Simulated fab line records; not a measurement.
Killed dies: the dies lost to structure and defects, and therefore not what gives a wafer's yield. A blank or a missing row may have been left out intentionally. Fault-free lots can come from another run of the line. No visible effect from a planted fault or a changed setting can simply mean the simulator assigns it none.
fab line records	flow gf180mcu
record lots=10	wafers=30	last-day=34
route steps=602 shown M2@377 V2@384
lots that met no fault: taken from a fault-free run of the same line
start-h: start of the lot's first displayed wafer, in hours after the record's first day	wait-h: hours elapsed since this lot's preceding step	" the same as in the row above	L1.1+2: one row covering several wafers at once	- no value, or no start given	* or withheld: withheld	< > ~ a bound
route shown NAME@n: a module of which the file shows steps, and the number in the route of the first	usual: mean/standard deviation taken from wafers without a fault	same: alike in all rows	chamber/n: place in a boat	sites: per-site readings	_std_site: the standard deviation of these	_edge_site: the outer-site mean with the inner-site mean subtracted	radius-mm: how far each site lies from the wafer's centre	mask NAME#n: copy n	behind: tool/chamber where the wafer was last shaped	hold: the reason the lot was held/the length of the hold in hours/how it ended	device: the n, p or np transistor that did not switch	end of line: the route-end tests of the same wafers	where a step has no rows: the recipe by itself	killed: the dies lost at the first sort to structure and to defects; this is not the yield of the wafer	map: per-die view of a wafer (x killed, . not killed, _ where there is no die)
set.NAME: setting as actually run; set.NAME@STEP: the setting as run at that earlier step	model.NAME: the simulator's own value behind a step, which no gauge read
one table for each step of the route and one row for each wafer, over a sample of lots
services: from which hour (start-h, from the record's first day; less than 0 if before it) a tool's chamber was out of use, for how many hours, and why
## steps
# step GF_M2_OVL_MEAS_15
# usual M2_OVL=-2/5.2
lot.wafer	tool	chamber	start-h	wait-h	M2_OVL[nm]
L867.1	overlay-01	-	446.67	0.1	3
L867.4	"	-	"	"	7
L867.6	"	-	"	"	4
L870.2	overlay-01	-	473.02	0.1	-2
L870.3	"	-	"	"	-3
L870.6	"	-	"	"	-2
L871.2	overlay-02	-	483.14	0.1	-3
L871.4	"	-	"	"	-4
L871.6	"	-	"	"	-5
L876.2	overlay-02	-	529.46	0.1	1
L876.4	"	-	"	"	1
L876.6	"	-	"	"	3
L878.2	overlay-02	-	545.59	0.1	-2
L878.4	"	-	"	"	-6
L878.5	"	-	"	"	-2
L881.1	overlay-01	-	567.40	0.1	-1
L881.3	"	-	"	"	4
L881.4	"	-	"	"	4
L883.1	overlay-01	-	582.32	0.1	0
L883.2	"	-	"	"	-5
L883.3	"	-	"	"	-6
L887.1	overlay-01	-	613.83	0.1	-4
L887.3	"	-	"	"	-9
L887.4	"	-	"	"	-10
L888.1	overlay-01	-	623.10	0.1	-3
L888.3	"	-	"	"	-6
L888.6	"	-	"	"	-7
L889.2	overlay-02	-	630.41	0.1	-7
L889.3	"	-	"	"	-4
L889.6	"	-	"	"	-5
# step GF_V2_CVD_02
# recipe material=SiO2	target-thk-nm=850	precursor=TEOS	temp-c=400	time-s=94.851	rf-w=600
# usual heater-power-outer-w=367/70	heater-power-w=662/110	susceptor-temp-C=399.97/0.22
lot.wafer	tool	chamber	start-h	wait-h	heater-power-outer-w	heater-power-w	susceptor-temp-C
L867.1	pecvd-03	0	447.57	0.1	475	770	399.98
L867.4	"	2	"	"	277	647	399.89
L867.6	"	1	"	"	297	522	399.64
L870.2	pecvd-02	0	473.83	0.0	313	579	400.04
L870.3	"	2	"	"	313	598	400.09
L870.6	"	1	"	"	389	703	399.62
L871.2	pecvd-01	2	483.95	0.0	419	758	400.17
L871.4	"	0	"	"	328	582	399.48
L871.6	"	1	"	"	422	727	400.17
L876.2	pecvd-02	2	530.27	0.0	419	737	399.76
L876.4	"	1	"	"	494	830	400.14
L876.6	"	2	"	"	303	588	400.08
L878.2	pecvd-03	1	546.40	0.0	307	525	400.26
L878.4	"	1	"	"	220	422	400.02
L878.5	"	0	"	"	414	698	399.95
L881.1	pecvd-01	1	568.22	0.1	447	731	400.13
L881.3	"	2	"	"	382	714	400.24
L881.4	"	0	"	"	415	690	400.13
L883.1	pecvd-02	0	583.13	0.1	239	478	400.13
L883.2	"	1	"	"	453	780	399.76
L883.3	"	2	"	"	325	623	400.15
L887.1	pecvd-02	0	614.68	0.1	336	594	399.62
L887.3	"	2	"	"	328	625	399.60
L887.4	"	1	"	"	490	841	400.11
L888.1	pecvd-03	1	623.94	0.1	300	517	399.62
L888.3	"	1	"	"	221	406	399.78
L888.6	"	2	"	"	398	795	400.32
L889.2	pecvd-01	0	631.22	0.0	462	758	399.50
L889.3	"	2	"	"	364	672	400.39
L889.6	"	1	"	"	453	780	399.78
# step GF_V2_CD_MEAS_14
# recipe target-cd-nm=260
# usual cd-nm=259.4/1.4
lot.wafer	tool	chamber	start-h	wait-h	cd-nm
L867.1	cd-sem-01	-	474.26	0.1	259.1
L867.4	"	-	"	"	259.4
L867.6	"	-	"	"	258.4
L870.2	cd-sem-01	-	498.78	0.1	259.3
L870.3	"	-	"	"	258.9
L870.6	"	-	"	"	257.7
L871.2	cd-sem-02	-	507.75	0.1	259.0
L871.4	"	-	"	"	259.8
L871.6	"	-	"	"	259.1
L876.2	cd-sem-02	-	552.98	0.1	260.5
L876.4	"	-	"	"	259.7
L876.6	"	-	"	"	260.5
L878.2	cd-sem-01	-	569.58	0.1	260.7
L878.4	"	-	"	"	261.3
L878.5	"	-	"	"	261.8
L881.1	cd-sem-02	-	589.91	0.1	258.1
L881.3	"	-	"	"	258.0
L881.4	"	-	"	"	258.0
L883.1	cd-sem-02	-	604.38	0.1	258.8
L883.2	"	-	"	"	259.7
L883.3	"	-	"	"	260.2
L887.1	cd-sem-01	-	635.48	0.1	259.2
L887.3	"	-	"	"	260.5
L887.4	"	-	"	"	259.1
L888.1	cd-sem-01	-	644.58	0.2	258.4
L888.3	"	-	"	"	259.5
L888.6	"	-	"	"	259.7
L889.2	cd-sem-02	-	651.42	0.1	261.0
L889.3	"	-	"	"	259.4
L889.6	"	-	"	"	259.0
# step GF_V2_CVD_23
# recipe material=W	target-thk-nm=350	time-s=104.94	temp-c=400	pressure-torr=40
# usual heater-power-outer-w=565/45	heater-power-w=898/57	susceptor-temp-C=400.00/0.24
lot.wafer	tool	chamber	start-h	wait-h	heater-power-outer-w	heater-power-w	susceptor-temp-C
L867.1	cvd-w-01	1	475.18	0.0	501	874	400.07
L867.4	"	1	"	"	494	857	399.78
L867.6	"	0	"	"	598	1013	399.85
L870.2	cvd-w-01	0	499.67	0.0	626	970	399.87
L870.3	"	0	"	"	631	981	400.02
L870.6	"	1	"	"	492	857	399.70
L871.2	cvd-w-01	0	508.68	0.0	611	1012	399.85
L871.4	"	0	"	"	631	1012	399.48
L871.6	"	0	"	"	634	1001	399.89
L876.2	cvd-w-01	0	553.88	0.0	620	959	400.02
L876.4	"	0	"	"	631	1006	400.21
L876.6	"	1	"	"	449	805	383.59
L878.2	cvd-w-01	0	570.48	0.0	628	971	399.67
L878.4	"	1	"	"	443	796	383.44
L878.5	"	1	"	"	444	778	383.48
L881.1	cvd-w-02	0	590.83	0.0	592	881	399.86
L881.3	"	0	"	"	593	875	400.15
L881.4	"	1	"	"	568	846	400.03
L883.1	cvd-w-02	0	605.30	0.0	570	894	399.83
L883.2	"	1	"	"	582	880	400.13
L883.3	"	0	"	"	572	860	399.71
L887.1	cvd-w-02	0	636.40	0.0	580	899	400.45
L887.3	"	0	"	"	589	893	399.87
L887.4	"	1	"	"	557	871	399.88
L888.1	cvd-w-01	1	645.50	0.0	486	898	400.09
L888.3	"	1	"	"	495	864	400.11
L888.6	"	1	"	"	488	861	400.15
L889.2	cvd-w-02	0	652.32	0.0	579	882	400.11
L889.3	"	0	"	"	586	868	400.36
L889.6	"	0	"	"	572	878	400.46
# step GF_V2_RS_MEAS_24
# recipe thk-meas-gauge=four-point-probe	reads=W_of_V2_CVD_23+TiN_of_V2_SPUTTER_22+Ti_of_V2_SPUTTER_21
# usual V2_W_RS=0.329/0.0035
lot.wafer	tool	chamber	start-h	wait-h	hold	V2_W_RS[ohm/sq]
L867.1	film-metro-01	-	475.29	0.1	-	0.326
L867.4	"	-	"	"	-	0.329
L867.6	"	-	"	"	-	0.324
L870.2	film-metro-04	-	499.81	0.1	-	0.323
L870.3	"	-	"	"	-	0.328
L870.6	"	-	"	"	-	0.330
L871.2	film-metro-03	-	508.82	0.1	-	0.326
L871.4	"	-	"	"	-	0.326
L871.6	"	-	"	"	-	0.324
L876.2	film-metro-04	-	554.01	0.1	await-dispo/0.2h/release	0.329
L876.4	"	-	"	"	await-dispo/0.2h/release	0.330
L876.6	"	-	"	"	await-dispo/0.2h/release	0.448
L876.2	film-metro-04	-	554.30	0.3	-	0.329
L876.4	"	-	"	"	-	0.330
L876.6	"	-	"	"	-	0.448
L878.2	film-metro-03	-	570.61	0.1	await-dispo/0.2h/release	0.321
L878.4	"	-	"	"	await-dispo/0.2h/release	0.436
L878.5	"	-	"	"	await-dispo/0.2h/release	0.433
L878.2	film-metro-03	-	570.90	0.3	-	0.320
L878.4	"	-	"	"	-	0.436
L878.5	"	-	"	"	-	0.433
L881.1	film-metro-01	-	590.94	0.1	-	0.333
L881.3	"	-	"	"	-	0.333
L881.4	"	-	"	"	-	0.330
L883.1	film-metro-03	-	605.41	0.1	-	0.333
L883.2	"	-	"	"	-	0.330
L883.3	"	-	"	"	-	0.331
L887.1	film-metro-01	-	636.51	0.1	-	0.334
L887.3	"	-	"	"	-	0.331
L887.4	"	-	"	"	-	0.331
L888.1	film-metro-03	-	645.61	0.1	-	0.332
L888.3	"	-	"	"	-	0.330
L888.6	"	-	"	"	-	0.332
L889.2	film-metro-01	-	652.46	0.1	-	0.331
L889.3	"	-	"	"	-	0.334
L889.6	"	-	"	"	-	0.328
# step GF_V2_THK_MEAS_25
# recipe thk-meas-gauge=xrf	reads=W_of_V2_CVD_23
# usual V2_W_THK=348/4.8
lot.wafer	tool	chamber	start-h	wait-h	hold	V2_W_THK[nm]
L867.1	film-metro-01	-	475.41	0.1	-	347
L867.4	"	-	"	"	-	345
L867.6	"	-	"	"	-	350
L870.2	film-metro-04	-	499.92	0.1	-	351
L870.3	"	-	"	"	-	348
L870.6	"	-	"	"	-	347
L871.2	film-metro-03	-	508.93	0.1	-	352
L871.4	"	-	"	"	-	353
L871.6	"	-	"	"	-	355
L876.2	film-metro-04	-	561.06	6.7	await-dispo/0.2h/release	347
L876.4	"	-	"	"	await-dispo/0.2h/release	344
L876.6	"	-	"	"	await-dispo/0.2h/release	254
L876.2	film-metro-04	-	561.41	0.3	-	344
L876.4	"	-	"	"	-	345
L876.6	"	-	"	"	-	253
L878.2	film-metro-03	-	575.61	4.7	await-dispo/0.2h/release	356
L878.4	"	-	"	"	await-dispo/0.2h/release	262
L878.5	"	-	"	"	await-dispo/0.2h/release	265
L878.2	film-metro-03	-	575.84	0.2	-	356
L878.4	"	-	"	"	-	262
L878.5	"	-	"	"	-	266
L881.1	film-metro-01	-	591.06	0.1	-	342
L881.3	"	-	"	"	-	342
L881.4	"	-	"	"	-	346
L883.1	film-metro-03	-	605.53	0.1	-	344
L883.2	"	-	"	"	-	348
L883.3	"	-	"	"	-	344
L887.1	film-metro-01	-	636.63	0.1	-	343
L887.3	"	-	"	"	-	345
L887.4	"	-	"	"	-	345
L888.1	film-metro-03	-	645.73	0.1	-	347
L888.3	"	-	"	"	-	351
L888.6	"	-	"	"	-	349
L889.2	film-metro-01	-	652.57	0.1	-	346
L889.3	"	-	"	"	-	343
L889.6	"	-	"	"	-	350
# step GF_V2_CMP_26
# recipe stop-on=SiO2	down-force-psi=3.5	platen-rpm=60	t-overpolish-s=15	target-thk-nm=0	pad-velocity-m-s=0.94248
# usual motor-current-A=11.5/1.2	retaining-ring-pressure-frac=1.000/0.0053	time-to-endpoint-s=84/4.7
lot.wafer	tool	chamber	start-h	wait-h	hold	motor-current-A	retaining-ring-pressure-frac	time-to-endpoint-s
L867.4	cmp-02	0	475.47	0.0	-	11.2	1.005	77
L867.1	"	1	"	"	-	11.8	0.995	81
L867.6	"	1	"	"	-	11.4	1.002	82
L870.3	cmp-01	1	499.97	0.0	-	11.8	1.001	95
L870.2	"	3	"	"	-	13.5	0.996	92
L870.6	"	2	"	"	-	13.5	1.003	83
L871.4	cmp-02	0	508.98	0.0	-	11.1	1.001	85
L871.2	"	1	"	"	-	11.9	1.003	88
L871.6	"	1	"	"	-	12.0	0.999	89
L876.4	cmp-01	0	575.65	14.2	await-dispo/6.5h/release	11.5	0.990	87
L876.2	"	2	"	"	await-dispo/6.5h/release	12.7	1.005	79
L876.6	"	0	"	"	await-dispo/6.5h/release	11.4	0.996	59
L878.4	cmp-02	0	578.97	3.1	await-dispo/2.7h/release	11.1	0.998	57
L878.2	"	1	"	"	await-dispo/2.7h/release	12.0	1.004	84
L878.5	"	0	"	"	await-dispo/2.7h/release	11.5	0.993	60
L881.4	cmp-02	2	591.17	0.1	-	9.3	1.002	84
L881.1	"	3	"	"	-	11.1	0.990	82
L881.3	"	0	"	"	-	11.4	1.013	76
L883.2	cmp-02	2	605.59	0.0	-	9.7	1.011	96
L883.3	"	3	"	"	-	10.9	0.996	92
L883.1	"	0	"	"	-	11.9	0.999	89
L887.3	cmp-01	1	636.69	0.0	-	11.8	0.988	83
L887.4	"	3	"	"	-	13.0	1.006	80
L887.1	"	0	"	"	-	11.0	0.990	78
L888.1	cmp-02	3	645.79	0.1	-	10.7	1.005	87
L888.3	"	1	"	"	-	11.8	0.996	80
L888.6	"	0	"	"	-	11.0	0.993	80
L889.3	cmp-01	3	652.62	0.0	-	13.2	0.999	79
L889.2	"	0	"	"	-	11.4	0.996	82
L889.6	"	3	"	"	-	13.2	1.001	82
## services
tool	chamber	start-h	hours	kind
cmp-02	-	450.09	5.6	repair
cvd-w-02	-	481.81	6.9	pm
pecvd-02	-	495.20	2.8	pm
cvd-w-02	-	497.44	0.7	repair
cvd-w-02	0	503.85	4.3	repair
cmp-01	-	561.55	9.4	pm
cmp-01	-	570.90	4.7	pm
cmp-02	-	572.39	4.0	pm
cmp-02	-	576.39	-	consumable-replace:conditioner
cmp-02	-	576.39	-	consumable-replace:pad
pecvd-02	-	587.27	14.6	pm
pecvd-03	-	590.38	28.1	pm
pecvd-01	-	591.12	14.0	pm
pecvd-01	0	591.12	14.0	vent-cycle
pecvd-01	1	591.12	14.0	vent-cycle
pecvd-01	2	591.12	14.0	vent-cycle
cmp-02	-	591.66	0.7	repair
cmp-02	-	598.84	0.6	repair
pecvd-01	-	614.34	0.7	repair
pecvd-03	0	619.90	12.5	repair
pecvd-03	1	627.70	6.3	repair
cvd-w-02	-	639.78	1.5	repair
pecvd-02	-	642.92	2.7	repair
pecvd-03	2	643.83	8.0	repair
## key
first-sign step=GF_V2_CVD_23	reading=susceptor-temp-C	direction=down	sigmas=69	usual=*	struck=*
effect step=GF_V2_RS_MEAS_24	reading=visit	direction=added
effect step=GF_V2_RS_MEAS_24	reading=V2_W_RS	direction=up	sigmas=31	usual=0.329	struck=0.439
effect step=GF_V2_THK_MEAS_25	reading=visit	direction=added
effect step=GF_V2_THK_MEAS_25	reading=V2_W_THK	direction=down	sigmas=18	usual=348	struck=261
effect step=GF_V2_CMP_26	reading=time-to-endpoint-s	direction=down	sigmas=5.2	usual=*	struck=*
met-at GF_V2_CVD_23
struck-lots L876,L878
struck-wafers L876.6,L878.4,L878.5
not-acting-at GF_M2_OVL_MEAS_15,GF_V2_CVD_02,GF_V2_CD_MEAS_14
onset-between 499.67 553.88
fault kind=process-parameter-drift	tool=cvd-w-01	chamber=1	onset-h=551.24	steps=GF_V2_CVD_23	channel=temp-c	offset=*	shape=step	end-h=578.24	acts-in=*	stated=*
